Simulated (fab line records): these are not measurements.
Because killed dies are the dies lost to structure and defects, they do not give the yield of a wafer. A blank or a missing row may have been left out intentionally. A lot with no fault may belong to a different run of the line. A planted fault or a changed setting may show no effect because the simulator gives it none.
One fault seen from 2 desks / flow gf180mcu / only its own numbers are on each desk; what lay behind them is given at the end

== FOR THE TOOL OWNER'S DESK: lpcvd-02 ==
The tool's own readings at GF_HV_LDD_CVD_54 (deposits SiO2 from TEOS, target thk 10 nm, time 75 s): means of the sampled wafers that have a number, for each lot that ran on this tool. A lot is out of limits, marked OUT, if its mean lies more than 4 standard deviations from the usual mean; the brackets give that distance.
Columns: A = spike tc lower C at GF_HV_LDD_CVD_54, usual 681.0 C; B = spike tc top C at GF_HV_LDD_CVD_54, usual 694 C
lot=L443; first seen here=day 12 06:38; A=681.6; B=689
lot=L444; first seen here=day 12 15:04; A=678.9; B=698
lot=L445; first seen here=day 12 22:13; A=680.6; B=698
lot=L446; first seen here=day 13 07:28; A=678.7; B=697
lot=L449; first seen here=day 14 09:44; A=681.0; B=689
lot=L453; first seen here=day 16 02:06; A=681.7; B=689
lot=L455; first seen here=day 16 17:12; A=683.0; B=689
This desk found nothing out of limits on any of the 7 lots.

== METROLOGY DESK ==
Lot by lot, what the gauges showed, no matter which tool ran the lot: averages of those sampled wafers that carry a number. A lot is out of limits, marked OUT, if its mean lies more than 4 standard deviations from the usual mean; the brackets give that distance.
Columns: A = PASSIVATION_BOW at GF_PASSIVATION_BOW_MEAS_14, usual 133 um
lot=L443; first seen here=day 29 00:26; A=145
lot=L444; first seen here=day 29 04:58; A=137
lot=L445; first seen here=day 29 11:11; A=128
lot=L446; first seen here=day 29 22:19; A=131
lot=L447; first seen here=day 30 04:01; A=126
lot=L448; first seen here=day 30 12:10; A=147
lot=L449; first seen here=day 30 20:28; A=127
lot=L450; first seen here=day 31 05:37; A=132
lot=L453; first seen here=day 32 05:55; A=129
lot=L455; first seen here=day 32 15:10; A=142
lot=L461; first seen here=day 34 01:29; A=156
lot=L462; first seen here=day 34 02:28; A=118
lot=L464; first seen here=day 34 14:55; A=149
lot=L466; first seen here=day 34 22:17; A=152
This desk found nothing out of limits on any of the 14 lots.

== ALL TOGETHER ==
Nothing out of limits was seen by the tool owner's desk.
The metrology desk saw nothing out of limits.

== WHAT THE SIMULATOR PUT IN ==
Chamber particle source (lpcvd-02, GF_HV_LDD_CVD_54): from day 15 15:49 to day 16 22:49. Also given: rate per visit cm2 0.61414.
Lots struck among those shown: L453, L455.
